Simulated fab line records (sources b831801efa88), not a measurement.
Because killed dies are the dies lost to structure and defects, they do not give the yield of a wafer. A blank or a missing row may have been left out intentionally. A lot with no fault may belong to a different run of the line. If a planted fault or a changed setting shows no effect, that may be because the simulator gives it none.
Which tool is to blame? || flow gf180mcu || Sampling: 13 lots, 38 wafers, 5 of 602 route steps

== WHAT THE GAUGES READ, wafer by wafer ==
GF_M3_OVL_MEAS_15.
{"lot": "L476", "measured": "day 21 08:35", "on": "overlay-02", "M3_OVL (nm)": "2 0 -9"}
{"lot": "L477", "measured": "day 22 00:09", "on": "overlay-02", "M3_OVL (nm)": "4 1 -6"}
{"lot": "L478", "measured": "day 22 06:00", "on": "overlay-02", "M3_OVL (nm)": "-6 -4 4"}
{"lot": "L480", "measured": "day 23 01:29", "on": "overlay-01", "M3_OVL (nm)": "10 -4 0"}
{"lot": "L481", "measured": "day 23 07:23", "on": "overlay-02", "M3_OVL (nm)": "1 1 -4"}
{"lot": "L483", "measured": "day 24 01:20", "on": "overlay-02", "M3_OVL (nm)": "-6 -7 -7"}
{"lot": "L484", "measured": "day 24 06:17", "on": "overlay-02", "M3_OVL (nm)": "-2 0 -7"}
{"lot": "L487", "measured": "day 25 08:23", "on": "overlay-01", "M3_OVL (nm)": "1 -1"}
{"lot": "L493", "measured": "day 27 02:50", "on": "overlay-02", "M3_OVL (nm)": "4 -2 -2"}
{"lot": "L495", "measured": "day 27 21:01", "on": "overlay-02", "M3_OVL (nm)": "2 -1 0"}
{"lot": "L497", "measured": "day 28 05:38", "on": "overlay-02", "M3_OVL (nm)": "3 -3 4"}
{"lot": "L498", "measured": "day 28 11:41", "on": "overlay-02", "M3_OVL (nm)": "-11 3 -5"}
{"lot": "L499", "measured": "day 29 04:20", "on": "overlay-01", "M3_OVL (nm)": "-4 -9 -1"}

GF_M4_OVL_MEAS_15.
{"lot": "L476", "measured": "day 23 10:35", "on": "overlay-02", "M4_OVL (nm)": "-4 -1 -4"}
{"lot": "L477", "measured": "day 24 00:38", "on": "overlay-01", "M4_OVL (nm)": "-2 -12 -4"}
{"lot": "L478", "measured": "day 24 06:07", "on": "overlay-01", "M4_OVL (nm)": "-1 2 2"}
{"lot": "L480", "measured": "day 25 01:10", "on": "overlay-02", "M4_OVL (nm)": "-2 -2 0"}
{"lot": "L481", "measured": "day 25 06:49", "on": "overlay-01", "M4_OVL (nm)": "-3 -3 -9"}
{"lot": "L483", "measured": "day 26 00:26", "on": "overlay-02", "M4_OVL (nm)": "-2 -7 -6"}
{"lot": "L484", "measured": "day 26 03:46", "on": "overlay-02", "M4_OVL (nm)": "-6 3 1"}
{"lot": "L487", "measured": "day 27 04:41", "on": "overlay-02", "M4_OVL (nm)": "-5 -4"}
{"lot": "L493", "measured": "day 28 21:17", "on": "overlay-02", "M4_OVL (nm)": "-4 -8 -9"}
{"lot": "L495", "measured": "day 29 15:58", "on": "overlay-02", "M4_OVL (nm)": "0 -12 -5"}
{"lot": "L497", "measured": "day 29 23:10", "on": "overlay-01", "M4_OVL (nm)": "-1 -11 0"}
{"lot": "L498", "measured": "day 30 04:16", "on": "overlay-02", "M4_OVL (nm)": "4 -6 8"}
{"lot": "L499", "measured": "day 30 20:25", "on": "overlay-01", "M4_OVL (nm)": "-1 4 -6"}

GF_PASSIVATION_THK_MEAS_03.
{"lot": "L476", "measured": "day 28 04:16", "on": "film metro-04", "PASSIVATION_CVD_02_THK (nm)": "695 705 704"}
{"lot": "L477", "measured": "day 28 16:23", "on": "film metro-04", "PASSIVATION_CVD_02_THK (nm)": "691 713 714"}
{"lot": "L478", "measured": "day 28 21:10", "on": "film metro-01", "PASSIVATION_CVD_02_THK (nm)": "701 703 705"}
{"lot": "L480", "measured": "day 29 14:23", "on": "film metro-02", "PASSIVATION_CVD_02_THK (nm)": "695 700 708"}
{"lot": "L481", "measured": "day 29 20:25", "on": "film metro-01", "PASSIVATION_CVD_02_THK (nm)": "692 689 708"}
{"lot": "L483", "measured": "day 30 11:20", "on": "film metro-02", "PASSIVATION_CVD_02_THK (nm)": "705 697 713"}
{"lot": "L484", "measured": "day 30 15:06", "on": "film metro-04", "PASSIVATION_CVD_02_THK (nm)": "695 700 708"}
{"lot": "L487", "measured": "day 31 10:46", "on": "film metro-01", "PASSIVATION_CVD_02_THK (nm)": "998 705 997 705"}
{"lot": "L493", "measured": "day 32 22:16", "on": "film metro-01", "PASSIVATION_CVD_02_THK (nm)": "977 711 704 977 712 704"}
{"lot": "L495", "measured": "day 33 14:37", "on": "film metro-04", "PASSIVATION_CVD_02_THK (nm)": "685 678 687"}
{"lot": "L497", "measured": "day 33 20:52", "on": "film metro-04", "PASSIVATION_CVD_02_THK (nm)": "696 693 692"}
{"lot": "L498", "measured": "day 34 00:57", "on": "film metro-01", "PASSIVATION_CVD_02_THK (nm)": "707 711 721"}
{"lot": "L499", "measured": "day 34 14:49", "on": "film metro-02", "PASSIVATION_CVD_02_THK (nm)": "696 711 702"}

== WHAT TOOL EACH LOT RAN ON (gives the tool, then ch and the chambers of the sampled wafers, and finally the start) ==
{"lot": "L476", "GF_TOP_METAL_SPUTTER_00": "pvd sputter-02, day 27 07:39", "GF_PASSIVATION_CVD_02": "pecvd-01 ch 0,1, day 28 03:59"}
{"lot": "L477", "GF_TOP_METAL_SPUTTER_00": "pvd sputter-02, day 27 19:07", "GF_PASSIVATION_CVD_02": "pecvd-03 ch 0,1,2, day 28 16:04"}
{"lot": "L478", "GF_TOP_METAL_SPUTTER_00": "pvd sputter-02, day 27 23:52", "GF_PASSIVATION_CVD_02": "pecvd-02 ch 1,2, day 28 20:52"}
{"lot": "L480", "GF_TOP_METAL_SPUTTER_00": "pvd sputter-02, day 28 17:28", "GF_PASSIVATION_CVD_02": "pecvd-02 ch 0,1, day 29 14:06"}
{"lot": "L481", "GF_TOP_METAL_SPUTTER_00": "pvd sputter-02, day 28 23:31", "GF_PASSIVATION_CVD_02": "pecvd-01 ch 0,2, day 29 20:08"}
{"lot": "L483", "GF_TOP_METAL_SPUTTER_00": "pvd sputter-02, day 29 14:45", "GF_PASSIVATION_CVD_02": "pecvd-02 ch 0,1,2, day 30 11:03"}
{"lot": "L484", "GF_TOP_METAL_SPUTTER_00": "pvd sputter-03, day 29 19:03", "GF_PASSIVATION_CVD_02": "pecvd-02 ch 0,1,2, day 30 14:48"}
{"lot": "L487", "GF_TOP_METAL_SPUTTER_00": "pvd sputter-03, day 31 05:36", "GF_PASSIVATION_CVD_02": "pecvd-02 ch 0,2, day 31 10:28"}
{"lot": "L493", "GF_TOP_METAL_SPUTTER_00": "pvd sputter-03, day 32 04:13", "GF_PASSIVATION_CVD_02": "pecvd-02 ch 0,1, day 32 21:58"}
{"lot": "L495", "GF_TOP_METAL_SPUTTER_00": "pvd sputter-04, day 32 21:14", "GF_PASSIVATION_CVD_02": "pecvd-03 ch 0,1, day 33 14:11"}
{"lot": "L497", "GF_TOP_METAL_SPUTTER_00": "pvd sputter-04, day 33 03:47", "GF_PASSIVATION_CVD_02": "pecvd-03 ch 0,1, day 33 20:26"}
{"lot": "L498", "GF_TOP_METAL_SPUTTER_00": "pvd sputter-03, day 33 08:05", "GF_PASSIVATION_CVD_02": "pecvd-01 ch 1,2, day 34 00:40"}
{"lot": "L499", "GF_TOP_METAL_SPUTTER_00": "pvd sputter-04, day 33 21:53", "GF_PASSIVATION_CVD_02": "pecvd-03 ch 0,2, day 34 14:31"}
- GF_TOP_METAL_SPUTTER_00: material Ti, target thk 37.5 nm, time 150 s.
- GF_PASSIVATION_CVD_02: deposits Si3N4, target thk 700 nm, time 486.18 s.

== WHAT THE TOOLS THEMSELVES READ (means of the sampled wafers that have a number; where no wafer has one, the mark that the record gives instead) ==
GF_TOP_METAL_SPUTTER_00.
{"lot": "L476", "tool": "pvd sputter-02", "throttle valve pct (%)": 29.6}
{"lot": "L477", "tool": "pvd sputter-02", "throttle valve pct (%)": 29.4}
{"lot": "L478", "tool": "pvd sputter-02", "throttle valve pct (%)": 29.9}
{"lot": "L480", "tool": "pvd sputter-02", "throttle valve pct (%)": 29.5}
{"lot": "L481", "tool": "pvd sputter-02", "throttle valve pct (%)": 29.4}
{"lot": "L483", "tool": "pvd sputter-02", "throttle valve pct (%)": 29.0}
{"lot": "L484", "tool": "pvd sputter-03", "throttle valve pct (%)": 29.2}
{"lot": "L487", "tool": "pvd sputter-03", "throttle valve pct (%)": 30.6}
{"lot": "L493", "tool": "pvd sputter-03", "throttle valve pct (%)": 29.8}
{"lot": "L495", "tool": "pvd sputter-04", "throttle valve pct (%)": 29.8}
{"lot": "L497", "tool": "pvd sputter-04", "throttle valve pct (%)": 29.7}
{"lot": "L498", "tool": "pvd sputter-03", "throttle valve pct (%)": 29.5}
{"lot": "L499", "tool": "pvd sputter-04", "throttle valve pct (%)": 29.1}

GF_PASSIVATION_CVD_02.
{"lot": "L476", "tool": "pecvd-01", "heater power w (W)": 762, "susceptor temp C (C)": 399.95}
{"lot": "L477", "tool": "pecvd-03", "heater power w (W)": 581, "susceptor temp C (C)": 400.20}
{"lot": "L478", "tool": "pecvd-02", "heater power w (W)": 753, "susceptor temp C (C)": 400.18}
{"lot": "L480", "tool": "pecvd-02", "heater power w (W)": 720, "susceptor temp C (C)": 399.97}
{"lot": "L481", "tool": "pecvd-01", "heater power w (W)": 811, "susceptor temp C (C)": 399.97}
{"lot": "L483", "tool": "pecvd-02", "heater power w (W)": 780, "susceptor temp C (C)": 400.00}
{"lot": "L484", "tool": "pecvd-02", "heater power w (W)": 749, "susceptor temp C (C)": 399.84}
{"lot": "L487", "tool": "pecvd-02", "heater power w (W)": 863, "susceptor temp C (C)": 400.09}
{"lot": "L493", "tool": "pecvd-02", "heater power w (W)": 692, "susceptor temp C (C)": 399.91}
{"lot": "L495", "tool": "pecvd-03", "heater power w (W)": 589, "susceptor temp C (C)": 400.05}
{"lot": "L497", "tool": "pecvd-03", "heater power w (W)": 591, "susceptor temp C (C)": 400.08}
{"lot": "L498", "tool": "pecvd-01", "heater power w (W)": 787, "susceptor temp C (C)": 400.00}
{"lot": "L499", "tool": "pecvd-03", "heater power w (W)": 577, "susceptor temp C (C)": 399.95}

== THE ANSWER, worked out from the rows above alone ==
Rule: the usual values come from the lots themselves. Put in order of their means at a reading, lots are off if they are a third of the lots or fewer, leave a main group of 4 or more, and stand apart from it by a gap of 3 or more times the standard deviation of the main group's means; of several such gaps the widest counts. A main group whose means are all the same, to the digits that the tables above print for the reading, isn't used. A lot without any number at a reading at which 4 lots or more have one is off too. Any other lot the step has rows for is counted as sound. After the gauges, taken in route order, come the tools' own readings; for these a lot's mean is taken, as printed above. At the first step where some lot is off, the reading lying furthest off is the one used; lots without a number count as furthest.
Off: L487, L493, seen at GF_PASSIVATION_THK_MEAS_03 (PASSIVATION_CVD_02_THK). The main group: mean 701 nm, standard deviation 7.3.
If a tool, at a process step before that reading, ran all the lots that are off and no sound lot after the first of them, it fits. The gauges at GF_PASSIVATION_THK_MEAS_03 are tried like those tools. One fits: GF_PASSIVATION_CVD_02 on pecvd-02. Its last sound lot is L484 (day 30 14:48), its first lot that is off L487 (day 31 10:28): a fault that began between those two fits.

== WHAT THE SIMULATOR PUT IN ==
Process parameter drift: pecvd-02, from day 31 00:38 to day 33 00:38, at GF_PASSIVATION_CVD_02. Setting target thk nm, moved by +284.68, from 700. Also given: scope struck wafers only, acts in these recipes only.
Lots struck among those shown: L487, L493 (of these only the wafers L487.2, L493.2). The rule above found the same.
